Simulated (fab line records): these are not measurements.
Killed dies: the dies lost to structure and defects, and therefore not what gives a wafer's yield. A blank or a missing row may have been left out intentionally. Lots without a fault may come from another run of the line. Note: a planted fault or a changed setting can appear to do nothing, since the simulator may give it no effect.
2 desks looking at one fault :: flow gf180mcu :: numbers are kept per desk, each desk with only its own; the story behind them comes last

== AT THE TOOL OWNER'S DESK: krf-scanner-02 ==
The tool's own readings at GF_STI_EXPOSE_09 (exposes mask COMP, target cd 220 nm): means of the sampled wafers that have a number, for each lot that ran on this tool. Marked OUT: a lot whose mean sits more than 4 standard deviations from the usual mean, which makes it out of limits; the brackets give that distance.
Columns: A = exposure-dose-mJ-cm2 at GF_STI_EXPOSE_09, usual 27.986
lot: L746
first seen here: day 1 21:14
A: 27.957

lot: L747
first seen here: day 2 01:23
A: 27.994

lot: L750
first seen here: day 2 15:46
A: 26.417 (-56) OUT

lot: L756
first seen here: day 3 22:32
A: 26.725 (-45) OUT

lot: L757
first seen here: day 4 03:37
A: 26.721 (-45) OUT
This desk's verdict: out of limits on L750, L756, L757, starting with L750 at day 2 15:46 (exposure-dose-mJ-cm2 at GF_STI_EXPOSE_09). L746, L747 stayed within limits.

== AT THE METROLOGY DESK ==
What the gauges read, lot by lot, whatever tool the lot ran on: means of the sampled wafers that have a number. Marked OUT: a lot whose mean sits more than 4 standard deviations from the usual mean, which makes it out of limits; the brackets give that distance.
Columns: A = cd-nm at GF_STI_CD_MEAS_12, usual 219.8 nm
lot: L746
first seen here: day 2 02:14
A: 220.6

lot: L747
first seen here: day 2 07:14
A: 220.5

lot: L749
first seen here: day 2 16:28
A: 221.0

lot: L750
first seen here: day 2 22:05
A: 230.8 (+9.2) OUT

lot: L751
first seen here: day 3 03:40
A: 218.4

lot: L755
first seen here: day 4 00:07
A: 218.4

lot: L756
first seen here: day 4 05:10
A: 224.3

lot: L757
first seen here: day 4 09:31
A: 226.8 (+5.8) OUT

lot: L760
first seen here: day 5 01:26
A: 219.3

lot: L761
first seen here: day 5 07:14
A: 219.2

lot: L762
first seen here: day 5 11:10
A: 219.9

lot: L767
first seen here: day 6 13:45
A: 220.9
This desk's verdict: out of limits on L750, L757, starting with L750 at day 2 22:05 (cd-nm at GF_STI_CD_MEAS_12). L746, L747, L749, L751, L755, L756, L760, L761, L762, L767 stayed within limits.

== ALL TOGETHER ==
An alarm could have come from the tool owner's desk at day 2 15:46, on L750, L756, L757.
An alarm was possible from the metrology desk at day 2 22:05, on L750, L757.
The metrology desk has L756 on record, within its limits.
All the named lots went through GF_STI_EXPOSE_09 on krf-scanner-02.

== WHAT HAD BEEN PUT IN BY THE SIMULATOR ==
Process parameters drifting: krf-scanner-02 at GF_STI_EXPOSE_09, beginning at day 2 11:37. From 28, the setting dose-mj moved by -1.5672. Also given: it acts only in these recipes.
Shown lots that were struck: L750, L756, L757.
Counting hours from when the fault started, the first reading out of limits came at 4 for the tool owner's desk and at 10 for the metrology desk.
